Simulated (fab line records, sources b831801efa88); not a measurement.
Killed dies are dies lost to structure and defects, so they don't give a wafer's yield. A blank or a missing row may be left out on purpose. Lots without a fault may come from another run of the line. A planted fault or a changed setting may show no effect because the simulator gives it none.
Which tool did it? | flow sky130 | 12 lots, 36 wafers sampled, at 1 step of a route of 708

WHAT THE GAUGES READ, wafer by wafer
SKY_VT_ADJUST_LVTN_OVL_MEAS_18.
lot  | measured     | on         | VT_ADJUST_LVTN_01_OVL (nm)
L075 | day 8 03:06  | overlay-01 | -0.8 -0.4 0.3
L077 | day 8 13:31  | overlay-02 | 1.4 2.1 -0.3
L079 | day 9 03:29  | overlay-02 | 2.5 2.9 2.8
L081 | day 9 15:11  | overlay-01 | -3.0 -3.3 -2.7
L083 | day 10 05:10 | overlay-01 | 0.4 -0.1 2.8
L085 | day 10 16:11 | overlay-01 | 0.9 0.2 0.2
L087 | day 11 07:41 | overlay-01 | -2.7 -2.9 -4.5
L089 | day 11 21:41 | overlay-02 | 2.0 2.2 0.2
L091 | day 12 17:20 | overlay-01 | -2.2 -2.6 -3.4
L092 | day 13 00:37 | overlay-01 | 2.3 1.9 2.7
L095 | day 13 22:01 | overlay-01 | 0.4 4.2 1.3
L097 | day 14 18:54 | overlay-02 | 0.3 0.9 0.0

WHICH TOOL RAN EACH LOT (tool, then ch and the chambers of the sampled wafers, then the start)
The record holds no process step before these readings.

THE ANSWER, worked out from the rows above alone
Rule: what is usual is taken from the lots themselves. Put in order of their means at a reading, lots are off if they are a third of the lots or fewer, leave a main group of 4 or more, and stand apart from it by a gap of 3 or more times the standard deviation of the main group's means; of several such gaps the widest counts. A main group whose means are all the same, to the digits that the tables above print for the reading, isn't used. A lot without any number at a reading at which 4 lots or more have one is off too. The other lots that the step has rows for count as sound.
No lot is off at any reading shown: from this, nothing can be told.

WHAT THE SIMULATOR HAD PUT IN
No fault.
